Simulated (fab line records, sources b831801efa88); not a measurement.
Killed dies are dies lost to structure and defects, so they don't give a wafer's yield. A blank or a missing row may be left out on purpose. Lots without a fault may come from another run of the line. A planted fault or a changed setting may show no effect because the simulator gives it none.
A struck lot beside a sound one | flow sky130 | 17 steps out of a route of 708
Sound: wafers L950.2, L950.4, L950.5. Struck: wafers L962.2, L962.3. (L962.5 of the same lot was not struck and is left out.) The cause comes at the end.
At each step with rows: each side's tool, then ch and its chambers, then its first start. Under that, the readings that differ: sound wafers | struck wafers | difference of the means | sigmas: that difference in standard deviations of wafers without a fault.
alike: readings whose means differ by less than 2 such deviations, and words and numbers that are the same on both sides. not compared: withheld readings, readings that some wafer has no value for, bounds like >300 that may hide the same value, and numbers for which the record gives no deviation and whose values overlap.
The two part at a step that has a row with sigmas, a row that says differs or no value, or rows on one side only. Numbers that don't overlap but have no deviation are shown without sigmas and don't part them. A reading that every wafer of one side lacks parts them only if that side has two wafers or more.

first, 2 steps without rows for these wafers: SKY_LOCAL_INTERCONNECT_PEB_09; SKY_LOCAL_INTERCONNECT_DEVELOP_10 (develop time 60 s).
SKY_LOCAL_INTERCONNECT_CD_MEAS_11: target cd 170 nm.
  sound on cd_sem-02, day 30 22:52; struck on cd_sem-01, day 34 09:32
  reading    | sound             | struck      | difference | sigmas
  cd_nm (nm) | 167.3 168.3 168.5 | 171.8 171.8 | +3.8       | +2
SKY_LOCAL_INTERCONNECT_OVL_MEAS_12:
  sound on overlay-02, day 30 22:59; struck on overlay-02, day 34 09:38
  alike: LOCAL_INTERCONNECT_OVL
SKY_LOCAL_INTERCONNECT_ETCH_13: etches BARC in N2/H2, stops on SiO2, time 45.9 s, target depth 60 nm.
  sound on rie_metal-03 ch 0,1, day 30 23:01; struck on rie_metal-02 ch 0, day 34 09:40
  alike: drypump_motor_current_A, oes_product_au, throttle_valve_pct
  not compared: rf_hours_counter_h
SKY_LOCAL_INTERCONNECT_METAL_ETCH_14: etches TiN in Cl2/BCl3, stops on PSG, target depth 110 nm, time 31.4 s.
  sound on rie_metal-03 ch 0,1, day 30 23:04; struck on rie_metal-02 ch 0, day 34 09:43
  alike: drypump_motor_current_A, oes_product_au, throttle_valve_pct
  not compared: rf_hours_counter_h
SKY_LOCAL_INTERCONNECT_STRIP_15: strips in O2/N2.
  sound on plasma_asher-02 ch 0,1, day 30 23:08; struck on plasma_asher-02 ch 0,1, day 34 09:47
  alike: drypump_motor_current_A, oes_product_au, strip_time_to_endpoint_s
  not compared: rf_hours_counter_h
then, 3 steps without rows for these wafers: SKY_LOCAL_INTERCONNECT_STRIP_16 (strips in post etch residue remover, time 1200 s); SKY_LOCAL_INTERCONNECT_CLEAN_17 (cleans in IPA, time 180 s); SKY_LOCAL_INTERCONNECT_CLEAN_18 (cleans in O3/DIW).
SKY_CONTACT_CVD_00: deposits Si3N4, target thk 75 nm.
  sound on pecvd-02 ch 0,1,2, day 30 23:43; struck on pecvd-03 ch 0,2, day 34 10:22
  alike: heater_power_w
SKY_CONTACT_THK_MEAS_01:
  sound on film_metro-03, day 30 23:46; struck on film_metro-02, day 34 10:25
  alike: CONTACT_CVD_00_THK
SKY_CONTACT_HDPCVD_02: deposits SiO2, target thk 565 nm, time 94.2 s.
  sound on hdpcvd-02 ch 0,1, day 30 23:49; struck on hdpcvd-02 ch 0,1, day 34 10:28
  reading                                     | sound             | struck      | difference | sigmas
  run_length_s (s)                            | 122.8 122.2 122.8 | 101.8 102.5 | -20.4      | -35
  model.SiO2_of_CONTACT_HDPCVD_02.thk_nm (nm) | 556 566.5 562.6   | 440.5 459.4 | -111.8     |
SKY_CONTACT_THK_MEAS_03:
  sound on film_metro-02, day 30 23:53; struck on film_metro-03, day 34 10:32
  reading                 | sound       | struck  | difference | sigmas
  CONTACT_HDPCVD_THK (nm) | 556 566 563 | 440 460 | -112       | -16
SKY_CONTACT_CMP_04: polishes SiO2.
  sound on cmp-01 ch 2,3, day 30 23:56; struck on cmp-02 ch 2,3, day 34 10:41
  reading                | sound    | struck | difference | sigmas
  time_to_endpoint_s (s) | 68 85 85 | 42 50  | -33        | -5
  alike: motor_current_A, slurry_filter_dp_kPa
SKY_CONTACT_BOW_MEAS_05:
  sound on film_metro-04, day 31 00:16; struck on film_metro-04, day 34 10:55
  alike: CONTACT_BOW
-- the record jumps here: 14 days lie between the struck wafers' starts before and after (it left off in module CONTACT and takes up again in module PAD_OPEN, whose first step shown is number 708 of the route) --
SKY_PAD_OPEN_PROBE_99:
  sound on prober-02, day 46 09:19; struck on prober-02, day 48 22:44
  alike: killed_at_M0_to_M3, killed_at_M4_up, killed_at_contacts, killed_at_front_end, killed_at_other, killed_dies, killed_open, killed_short

WHERE THEY PART
First at SKY_LOCAL_INTERCONNECT_CD_MEAS_11; last, within this record, at SKY_CONTACT_CMP_04. Later steps at which nothing parts them and some readings are alike: SKY_CONTACT_BOW_MEAS_05, SKY_PAD_OPEN_PROBE_99.

WHY: what the simulator had put in
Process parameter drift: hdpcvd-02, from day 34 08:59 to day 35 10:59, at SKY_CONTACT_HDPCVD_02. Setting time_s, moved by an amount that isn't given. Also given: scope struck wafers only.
